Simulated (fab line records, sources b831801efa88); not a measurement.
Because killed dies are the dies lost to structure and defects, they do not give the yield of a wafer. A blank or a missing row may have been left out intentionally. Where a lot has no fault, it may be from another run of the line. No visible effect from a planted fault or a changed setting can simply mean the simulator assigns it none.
fab line records	flow sky130
[record] lots = 6	wafers = 18	last-day = 49
route steps=708 shown FIELD_ISO@6 PAD_OPEN@708
lots that met no fault: taken from a fault-free run of the same line
start-h: hours from the record's opening day to when the first of the lot's shown wafers began	wait-h: how many hours have passed since the lot's step before this one	" the same as in the row above	L1.1+2: one row covering several wafers at once	- no value present, or no start provided	* or withheld: withheld	< > ~ a bound
route shown NAME@n: names a module that has steps shown in the file, with the first one's number in the route	usual: mean/standard deviation taken from wafers without a fault	same: alike in all rows	chamber/n: place in a boat	sites: readings site by site	_std_site: standard deviation across them	_edge_site: the outer-site mean with the inner-site mean subtracted	radius-mm: for every site, how far away it sits from the centre of the wafer	mask NAME#n: copy n	behind: tool/chamber where the wafer was last shaped	hold: what put the lot on hold/how long, in hours/how the hold closed	device: which transistor (n, p or np) failed to switch	end of line: tests run on the same wafers once the route is complete	a step given without rows: its recipe and nothing more	killed: dies lost to structure and defects at the first sort, not the wafer's yield	map: dies across one wafer; x = killed, . = not, _ = none there
set.NAME: the setting the step ran with; set.NAME@STEP: the setting that earlier step ran with	model.NAME: the simulator's own value behind a step, which no gauge read
a table for each step, a row for each wafer; lots at some steps of the route
services: from which hour (start-h, from the record's first day; less than 0 if before it) a tool's chamber was out of use, for how many hours, and why
[[steps]]
[step SKY_FIELD_ISO_DEHYDRATE_05]
[recipe] temp-c = 200	time-s = 60
[step SKY_FIELD_ISO_HMDS_06]
[recipe] prime-time-s = 60	prime-temp-c = 120
[step SKY_FIELD_ISO_COAT_07]
[recipe] resist = BARC	temp-c = withheld	time-s = withheld	spin-rpm = 3000	resist-thk-nm = 60
[step SKY_FIELD_ISO_COAT_08]
[recipe] resist = KrF-thick	spin-rpm = 3000	resist-thk-nm = 450
[step SKY_FIELD_ISO_SOFTBAKE_09]
[recipe] temp-c = 100	time-s = 90	resist = KrF-thick
[step SKY_FIELD_ISO_EXPOSE_10]
[recipe] mask-id = FOM	na = 0.68	source-shape = annular	sigma-inner = 0.4	sigma-outer = 0.8	target-cd-nm = 150	dose-mj = 28
[step SKY_FIELD_ISO_PEB_11]
[recipe] peb-temp-c = withheld	peb-time-s = withheld	resist = KrF-thick
[step SKY_FIELD_ISO_DEVELOP_12]
[recipe] develop-time-s = 60	resist = KrF-thick	dev-temp-c = 21
[step SKY_FIELD_ISO_CD_MEAS_13]
[recipe] target-cd-nm = 150
[usual] cd-nm = 149.8/1.3
lot.wafer	tool	chamber	start-h	wait-h	cd-nm
L792.2	cd-sem-02	-	32.83	-	148.5
L792.4	"	-	"	"	149.2
L792.5	"	-	"	"	147.8
L794.2	cd-sem-01	-	38.34	-	151.3
L794.3	"	-	"	"	151.9
L794.5	"	-	"	"	151.1
L799.1	cd-sem-02	-	65.56	-	147.5
L799.2	"	-	"	"	147.6
L799.6	"	-	"	"	149.1
L807.3	cd-sem-01	-	108.35	-	147.5
L807.5	"	-	"	"	149.4
L807.6	"	-	"	"	150.5
L809.1	cd-sem-01	-	117.19	-	149.2
L809.3	"	-	"	"	149.1
L809.4	"	-	"	"	149.1
L811.1	cd-sem-02	-	127.56	-	148.3
L811.2	"	-	"	"	149.8
L811.6	"	-	"	"	148.1
[step SKY_FIELD_ISO_ETCH_14]
[recipe] chemistry = N2/H2	target = BARC	ion-energy-ev = 200	source-w = 500	bias-w = 100	pressure-mtorr = 30	n2-flow-sccm = 100	h2-flow-sccm = 200	stop-on = SiO2	time-s = 45.9	target-depth-a = 600
[usual] drypump-motor-current-A = 5.7/0.38	oes-product-au = 0.855/0.0048	rf-fwd-power-W = 495.6/2.2	throttle-valve-pct = 13.225/0.0088
lot.wafer	tool	chamber	start-h	wait-h	drypump-motor-current-A	oes-product-au	rf-fwd-power-W	rf-hours-counter-h	throttle-valve-pct
L792.2	rie-diel-03	2	32.93	0.1	5.2	0.855	496.3	141	13.229
L792.4	"	3	"	"	6.2	0.842	494.1	14	13.229
L792.5	"	2	"	"	5.2	0.859	494.3	-	13.229
L794.2	rie-diel-03	0	38.44	0.1	6.0	0.842	494.2	33	13.229
L794.3	"	3	"	"	6.2	0.855	497.1	14	13.224
L794.5	"	2	"	"	5.3	0.852	494.3	-	13.231
L799.1	rie-diel-01	3	65.68	0.1	6.1	0.848	497.7	116	13.219
L799.2	"	1	"	"	5.6	0.852	496.4	48	13.216
L799.6	"	2	"	"	5.8	0.849	500.2	-	13.200
L807.3	rie-diel-04	3	108.43	0.1	6.1	0.856	493.8	1	13.220
L807.5	"	3	"	"	6.1	0.853	493.7	-	13.215
L807.6	"	2	"	"	5.1	0.859	491.7	-	13.235
L809.1	rie-diel-01	0	117.31	0.1	5.3	0.855	490.8	51	13.222
L809.3	"	1	"	"	5.6	0.852	496.8	49	13.221
L809.4	"	3	"	"	6.1	0.855	498.5	117	13.227
L811.1	rie-diel-03	2	127.68	0.1	5.2	0.856	495.1	142	13.225
L811.2	"	3	"	"	6.2	0.854	493.6	15	13.215
L811.6	"	0	"	"	6.0	0.864	495.4	-	13.232
[step SKY_FIELD_ISO_ETCH_15]
[recipe] chemistry = CHF3/O2	target-depth-nm = 180	stop-on = Si	source-w = 610	bias-w = 200	pressure-mtorr = 40	chf3-flow-sccm = 50	O2_flow_sccm = 5	time-s = 72
[usual] drypump-motor-current-A = 5.7/0.38	oes-product-au = 0.943/0.0068	rf-fwd-power-W = 605.8/2.1	throttle-valve-pct = 8.843/0.0089
lot.wafer	tool	chamber	start-h	wait-h	drypump-motor-current-A	oes-product-au	rf-fwd-power-W	rf-hours-counter-h	throttle-valve-pct
L792.2	rie-diel-03	2	32.97	0.0	5.3	0.940	603.4	141	8.850
L792.4	"	3	"	"	6.2	0.945	607.2	14	8.840
L792.5	"	2	"	"	5.3	0.939	605.0	-	8.838
L794.2	rie-diel-03	0	38.48	0.0	6.0	0.946	606.1	33	8.857
L794.3	"	3	"	"	6.2	0.956	604.0	14	8.834
L794.5	"	2	"	"	5.3	0.954	606.2	-	8.836
L799.1	rie-diel-01	3	65.72	0.0	6.1	0.942	604.2	116	8.830
L799.2	"	1	"	"	5.6	0.943	604.7	48	8.846
L799.6	"	2	"	"	5.8	0.948	604.3	-	8.849
L807.3	rie-diel-04	3	108.47	0.0	6.1	0.934	608.0	1	8.836
L807.5	"	3	"	"	6.1	0.951	606.4	-	8.847
L807.6	"	2	"	"	5.1	0.951	607.3	-	8.847
L809.1	rie-diel-01	0	117.35	0.0	5.3	0.944	604.8	51	8.847
L809.3	"	1	"	"	5.6	0.943	605.1	49	8.841
L809.4	"	3	"	"	6.1	0.930	608.8	117	8.840
L811.1	rie-diel-03	2	127.72	0.0	5.2	0.940	605.7	142	8.848
L811.2	"	3	"	"	6.2	0.937	606.5	16	8.829
L811.6	"	0	"	"	6.0	0.938	609.0	-	8.861
[step SKY_FIELD_ISO_STRIP_16]
[recipe] chemistry = O2/N2	power-w = 1400	pressure-mtorr = 1500	platen-temp-c = withheld	o2-flow-sccm = 3000	n2-flow-sccm = 300	overash-fraction = 0.5
[usual] drypump-motor-current-A = 6.1/0.36	oes-product-au = 0.377/0.0049	strip-time-to-endpoint-s = 3.54/0.041
lot.wafer	tool	chamber	start-h	wait-h	drypump-motor-current-A	oes-product-au	rf-hours-counter-h	strip-time-to-endpoint-s
L792.2	plasma-asher-03	0	33.03	0.0	5.6	0.383	32	3.57
L792.4	"	0	"	"	5.6	0.383	-	3.55
L792.5	"	1	"	"	6.4	0.377	-	3.56
L794.2	plasma-asher-01	1	38.54	0.0	6.4	0.382	35	3.49
L794.3	"	0	"	"	6.7	0.386	-	3.59
L794.5	"	1	"	"	6.4	0.378	-	3.57
L799.1	plasma-asher-04	0	65.78	0.0	6.4	0.378	25	3.50
L799.2	"	1	"	"	5.8	0.382	25	3.49
L799.6	"	0	"	"	6.3	0.374	-	3.55
L807.3	plasma-asher-04	1	108.56	0.1	5.8	0.385	-	3.51
L807.5	"	0	"	"	6.4	0.381	-	3.52
L807.6	"	1	"	"	5.8	0.373	-	3.54
L809.1	plasma-asher-04	1	117.41	0.0	5.8	0.381	30	3.54
L809.3	"	0	"	"	6.4	0.382	-	3.56
L809.4	"	1	"	"	5.8	0.373	-	3.52
L811.1	plasma-asher-03	0	127.78	0.0	5.6	0.387	42	3.59
L811.2	"	1	"	"	6.4	0.379	42	3.53
L811.6	"	0	"	"	5.7	0.380	-	3.47
[step SKY_FIELD_ISO_ETCH_17]
[recipe] target-depth-a = 3420	mask-material = Si3N4	chemistry = HBr/Cl2/O2	target = Si	taper-deg = 5	icp-w = 600	bias-w = 150	pressure-mtorr = 15	HBr_flow_sccm = 150	Cl2_flow_sccm = 40	O2_flow_sccm = 6	time-s = 97.7
[usual] HBr_flow_sccm = 150.1/0.48	drypump-motor-current-A = 5.8/0.41	oes-product-au = 1.004/0.011	rf-fwd-power-W = 596.5/2.1	throttle-valve-pct = 25.654/0.012
lot.wafer	tool	chamber	start-h	wait-h	HBr_flow_sccm	drypump-motor-current-A	oes-product-au	rf-fwd-power-W	rf-hours-counter-h	throttle-valve-pct	model.etch.depth-nm	model.FIELD_ISO.feature-depth-nm
L792.2	rie-si-01	3	33.13	0.1	150.8	5.3	0.995	593.5	159	25.647	340.6	340.6
L792.4	"	1	"	"	150.1	5.8	0.989	601.6	61	25.662	336.1	336.1
L792.5	"	2	"	"	151.0	6.3	1.020	597.8	-	25.657	352.8	352.8
L794.2	rie-si-01	0	38.64	0.1	150.3	5.2	1.005	596.9	3	25.648	340.6	340.6
L794.3	"	3	"	"	149.8	5.2	0.984	598.4	159	25.682	335.1	335.1
L794.5	"	2	"	"	149.8	6.2	1.014	596.4	-	25.651	350	350
L799.1	rie-si-01	3	65.88	0.1	149.4	5.2	1.008	594.9	0	25.654	346.7	346.7
L799.2	"	1	"	"	149.7	5.8	0.991	598.1	61	25.655	338.7	338.7
L799.6	"	3	"	"	150.2	5.2	1.006	597.3	-	25.648	346.4	346.3
L807.3	rie-si-01	3	108.63	0.0	151.1	5.3	1.008	595.1	1	25.641	346.6	346.6
L807.5	"	0	"	"	150.0	5.2	1.003	597.9	-	25.656	343.5	343.5
L807.6	"	3	"	"	150.8	5.2	1.017	594.2	-	25.633	348.5	348.5
L809.1	rie-si-01	2	117.51	0.1	149.1	6.2	1.063	693.8	84	25.627	376.9	376.9
L809.3	"	0	"	"	149.8	5.2	1.063	694.2	4	25.623	372.4	372.4
L809.4	"	1	"	"	149.8	5.8	1.032	693.9	61	25.651	358.5	358.5
L811.1	rie-si-01	0	127.88	0.1	150.0	5.2	1.044	691.7	4	25.644	363.9	363.9
L811.2	"	2	"	"	149.9	6.2	1.070	692.9	84	25.621	378.4	378.4
L811.6	"	0	"	"	149.8	5.2	1.050	691.9	-	25.635	367.3	367.3
[step SKY_FIELD_ISO_WET_ETCH_18]
[recipe] chemistry = H3PO4	target-depth-nm = 25	temp-c = 160	target = Si3N4	time-s = 286
[step SKY_PAD_OPEN_PROBE_99]
[usual] killed_at_M0_to_M3 = 44/6.8	killed_at_M4_up = 2.9/1.7	killed-at-contacts = 24/5.2	killed-at-front-end = 15/4	killed-at-other = 0.2/0.44	killed-dies = 86/9.9	killed-open = 47/7.9	killed-short = 39/6.3
[same] gross-dies = 492	killed-at-back-side = 0
lot.wafer	tool	chamber	start-h	wait-h	killed_at_M0_to_M3	killed_at_M4_up	killed-at-contacts	killed-at-front-end	killed-at-other	killed-dies	killed-open	killed-short	model.etest.res_p_drift_20v.line-ohm-um	model.etest.res_p_drift_20v.rs-ohm-sq	model.etest.pfet_16v.r-on-ohm-um	model.etest.res-iso-pwell.rs-ohm-sq	model.etest.res-iso-pwell.line-ohm-um	model.etest.res-nwell.line-ohm-um	model.etest.res-nwell.rs-ohm-sq	model.etest.pfet_16v.drive-ua-um
L792.2	prober-01	-	1082.53	0.1	41	1	18	19	0	79	41	36	1.068e+04	8973	1.497e+04	2939	1112	1110	915	249.2
L792.4	prober-01	-	1082.63	0.2	45	2	25	22	0	94	52	34	1.044e+04	8766	1.476e+04	2902	1087	1096	913.4	252.2
L792.5	prober-01	-	1082.68	0.2	53	3	23	18	0	97	49	48	1.143e+04	9578	1.553e+04	3273	1202	1144	951.4	244.6
L794.2	prober-01	-	1097.60	0.1	41	4	25	13	1	84	50	34	1.063e+04	8811	1.489e+04	2841	1071	1158	933.9	246.1
L794.3	prober-01	-	1097.65	0.2	36	2	15	13	0	66	30	36	1.045e+04	8618	1.482e+04	2742	1031	1142	919.4	248.1
L794.5	prober-01	-	1097.75	0.2	45	4	23	21	0	93	53	40	1.098e+04	9277	1.54e+04	3048	1141	1168	965	243.3
L799.1	prober-02	-	1123.36	0.1	43	2	25	13	0	83	40	43	1.262e+04	1.036e+04	1.542e+04	3117	1173	1204	1001	242.2
L799.2	prober-02	-	1123.41	0.1	50	3	23	15	0	91	49	41	1.214e+04	9872	1.528e+04	2970	1120	1153	963.9	241.8
L799.6	prober-02	-	1123.61	0.2	43	1	17	14	0	75	41	34	1.246e+04	1.03e+04	1.538e+04	3098	1158	1198	998.5	240.3
L807.3	prober-02	-	1167.15	0.2	50	0	24	16	0	90	49	40	1.187e+04	9796	1.521e+04	3125	1168	1152	952.1	245.8
L807.5	prober-02	-	1167.25	0.2	43	0	20	16	0	79	45	34	1.16e+04	9629	1.506e+04	3014	1148	1150	948.2	246.2
L807.6	prober-02	-	1167.30	0.2	49	2	25	9	0	85	46	39	1.209e+04	1.004e+04	1.533e+04	3215	1229	1176	978.5	244.1
L809.1	prober-02	-	1175.29	0.1	47	4	19	8	0	78	47	31	1.663e+04	1.372e+04	1.694e+04	3712	1420	1235	1056	222.7
L809.3	prober-02	-	1175.39	0.2	44	2	19	11	0	76	45	31	1.54e+04	1.288e+04	1.644e+04	3553	1337	1227	1021	228.1
L809.4	prober-02	-	1175.44	0.2	46	1	23	11	0	81	48	33	1.381e+04	1.161e+04	1.578e+04	3213	1239	1159	977	237.7
L811.1	prober-02	-	1186.33	0.1	45	3	31	14	0	93	53	40	1.254e+04	1.062e+04	1.648e+04	3733	1404	1216	1031	228.9
L811.2	prober-02	-	1186.38	0.1	42	6	14	11	0	73	39	33	1.43e+04	1.182e+04	1.753e+04	4260	1634	1279	1090	215.1
L811.6	prober-02	-	1186.58	0.2	45	1	17	12	1	76	34	42	1.312e+04	1.103e+04	1.67e+04	3864	1462	1248	1043	225.6
// killed by level:class
L792.2 VIA1:geometric-particle:open=10 VIA1:geometric-particle:short=7 LI_CONTACT:geometric-particle:open=6 CONTACT:geometric-particle:open=6 VIA3:geometric-particle:open=6 METAL1:geometric-particle:short=5 VIA2:geometric-particle:open=5 FIELD_ISO:geometric-particle:open=4
L792.4 VIA1:geometric-particle:open=14 CONTACT:geometric-particle:open=10 CONTACT:geometric-particle:short=6 VIA1:geometric-particle:short=6 LI_CONTACT:geometric-particle:open=5 METAL2:geometric-particle:open=5 SD_N:coat-microbubble-printed=5 FIELD_ISO:geometric-particle:open=4
L792.5 VIA1:geometric-particle:open=12 METAL1:geometric-particle:short=8 LI_CONTACT:geometric-particle:open=7 METAL2:geometric-particle:short=7 CONTACT:geometric-particle:open=6 VIA3:geometric-particle:open=6 CONTACT:geometric-particle:short=5 FIELD_ISO:geometric-particle:open=4
L794.2 CONTACT:geometric-particle:open=14 VIA3:geometric-particle:open=11 VIA2:geometric-particle:open=7 METAL1:geometric-particle:short=7 METAL2:geometric-particle:short=7 LOCAL_INTERCONNECT:geometric-particle:short=5 FIELD_ISO:geometric-particle:open=4 FIELD_ISO:geometric-particle:short=3
L794.3 VIA1:geometric-particle:open=6 VIA3:geometric-particle:open=6 CONTACT:geometric-particle:open=5 VIA3:geometric-particle:short=5 FIELD_ISO:geometric-particle:short=4 LI_CONTACT:geometric-particle:short=4 METAL1:geometric-particle:short=4 METAL2:geometric-particle:short=4
L794.5 CONTACT:geometric-particle:open=9 VIA3:geometric-particle:open=9 LI_CONTACT:geometric-particle:open=8 METAL2:geometric-particle:short=8 VIA1:geometric-particle:open=6 VIA2:geometric-particle:open=6 FIELD_ISO:geometric-particle:open=5 FIELD_ISO:geometric-particle:short=4
L799.1 METAL1:geometric-particle:short=9 VIA1:geometric-particle:open=9 CONTACT:geometric-particle:open=8 CONTACT:geometric-particle:short=7 VIA3:geometric-particle:open=7 VIA1:geometric-particle:short=6 FIELD_ISO:geometric-particle:open=5 FIELD_ISO:geometric-particle:short=4
L799.2 CONTACT:geometric-particle:open=13 VIA3:geometric-particle:open=12 METAL1:geometric-particle:short=8 FIELD_ISO:geometric-particle:open=6 VIA1:geometric-particle:open=6 VIA1:geometric-particle:short=5 METAL2:geometric-particle:short=5 LOCAL_INTERCONNECT:geometric-particle:short=4
L799.6 VIA1:geometric-particle:open=14 CONTACT:geometric-particle:open=7 FIELD_ISO:geometric-particle:short=6 METAL2:geometric-particle:short=6 VIA1:geometric-particle:short=5 FIELD_ISO:geometric-particle:open=3 LI_CONTACT:geometric-particle:short=3 LI_CONTACT:geometric-particle:open=3
L807.3 VIA1:geometric-particle:open=13 LI_CONTACT:geometric-particle:open=10 CONTACT:geometric-particle:open=7 METAL1:geometric-particle:short=7 METAL2:geometric-particle:short=6 VIA2:geometric-particle:short=5 VIA2:geometric-particle:open=5 POLY_GATE:geometric-particle:open=4
L807.5 POLY_GATE:geometric-particle:open=7 VIA1:geometric-particle:open=7 METAL1:geometric-particle:short=6 VIA2:geometric-particle:open=6 VIA1:geometric-particle:short=5 LOCAL_INTERCONNECT:geometric-particle:open=4 VIA3:geometric-particle:open=4 CONTACT:geometric-particle:open=4
L807.6 CONTACT:geometric-particle:open=11 VIA1:geometric-particle:open=9 METAL1:geometric-particle:short=7 VIA2:geometric-particle:short=7 POLY_GATE:geometric-particle:open=6 METAL2:geometric-particle:short=6 LI_CONTACT:geometric-particle:open=5 VIA3:geometric-particle:open=5
L809.1 VIA1:geometric-particle:open=10 CONTACT:geometric-particle:open=9 VIA2:geometric-particle:open=7 VIA3:geometric-particle:open=7 LI_CONTACT:geometric-particle:open=5 METAL1:geometric-particle:short=5 METAL2:geometric-particle:short=5 FIELD_ISO:geometric-particle:short=3
L809.3 CONTACT:geometric-particle:open=10 VIA1:geometric-particle:open=9 VIA3:geometric-particle:open=8 METAL1:geometric-particle:short=6 METAL2:geometric-particle:short=6 VIA2:geometric-particle:short=4 FIELD_ISO:geometric-particle:open=3 FIELD_ISO:geometric-particle:short=3
L809.4 CONTACT:geometric-particle:open=11 VIA3:geometric-particle:open=10 VIA1:geometric-particle:open=10 LOCAL_INTERCONNECT:geometric-particle:short=6 VIA3:geometric-particle:short=6 VIA1:geometric-particle:short=5 VIA2:geometric-particle:open=5 FIELD_ISO:geometric-particle:open=3
L811.1 VIA1:geometric-particle:open=11 LI_CONTACT:geometric-particle:open=10 CONTACT:geometric-particle:open=10 LOCAL_INTERCONNECT:geometric-particle:short=8 VIA3:geometric-particle:open=7 VIA3:geometric-particle:short=6 VIA2:geometric-particle:open=5 VIA1:geometric-particle:short=5
L811.2 VIA1:geometric-particle:open=12 METAL1:geometric-particle:short=7 CONTACT:geometric-particle:open=6 VIA1:geometric-particle:short=6 VIA2:geometric-particle:open=5 VIA3:geometric-particle:open=4 METAL2:geometric-particle:short=4 CONTACT:geometric-particle:short=3
L811.6 METAL1:geometric-particle:short=9 VIA1:geometric-particle:open=8 VIA1:geometric-particle:short=7 VIA2:geometric-particle:open=5 FIELD_ISO:geometric-particle:short=4 LOCAL_INTERCONNECT:geometric-particle:short=4 CONTACT:geometric-particle:short=4 CONTACT:geometric-particle:open=4
[[services]]
tool	chamber	start-h	hours	kind
rie-diel-04	3	20.68	-	clean
rie-diel-04	3	20.68	18.1	scheduled-down
rie-diel-04	3	20.68	18.1	vent-cycle
rie-diel-03	2	21.89	5.5	repair
rie-si-01	3	39.63	-	clean
rie-si-01	3	39.63	14.0	scheduled-down
rie-si-01	3	39.63	14.0	vent-cycle
plasma-asher-01	-	47.73	11.3	repair
rie-si-01	2	57.57	6.1	repair
plasma-asher-03	-	64.17	4.1	repair
rie-diel-04	3	93.50	7.2	repair
rie-diel-01	-	104.91	1.1	repair
rie-diel-04	-	118.20	4.3	pm
[[key]]
[first-sign] step = SKY_FIELD_ISO_ETCH_17	reading = rf-fwd-power-W	direction = up	sigmas = 45	usual = 596.5	struck = 693.1
[effect] step = SKY_FIELD_ISO_ETCH_17	reading = oes-product-au	direction = up	sigmas = 4.5	usual = 1.004	struck = 1.054
[model-effect] step = SKY_FIELD_ISO_ETCH_17	value = etch.depth-nm	without = 344.2	struck = 369.6
[model-effect] step = SKY_PAD_OPEN_PROBE_99	value = etest.res_p_drift_20v.line-ohm-um	without = 1.173e+04	struck = 1.43e+04
met-at SKY_FIELD_ISO_ETCH_17
struck-wafers L809.1,L809.3,L809.4,L811.1,L811.2,L811.6
tester-left-out L809,L811
onset-between 108.63 117.51
[fault] kind = process-parameter-drift	tool = rie-si-01	chamber = -	onset-h = 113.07	steps = SKY_FIELD_ISO_ETCH_17	channel = icp-w	offset = 96	shape = step	end-h = 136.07	acts-in = these-recipes-only	stated = 600
// tester-left-out: of these lots the tester's yield and bins aren't shown, on N5 and GAA mostly nor the transistor test; their killed dies are dies lost to structure and defects alone, not to doping, threshold or leakage, so they don't give the yield
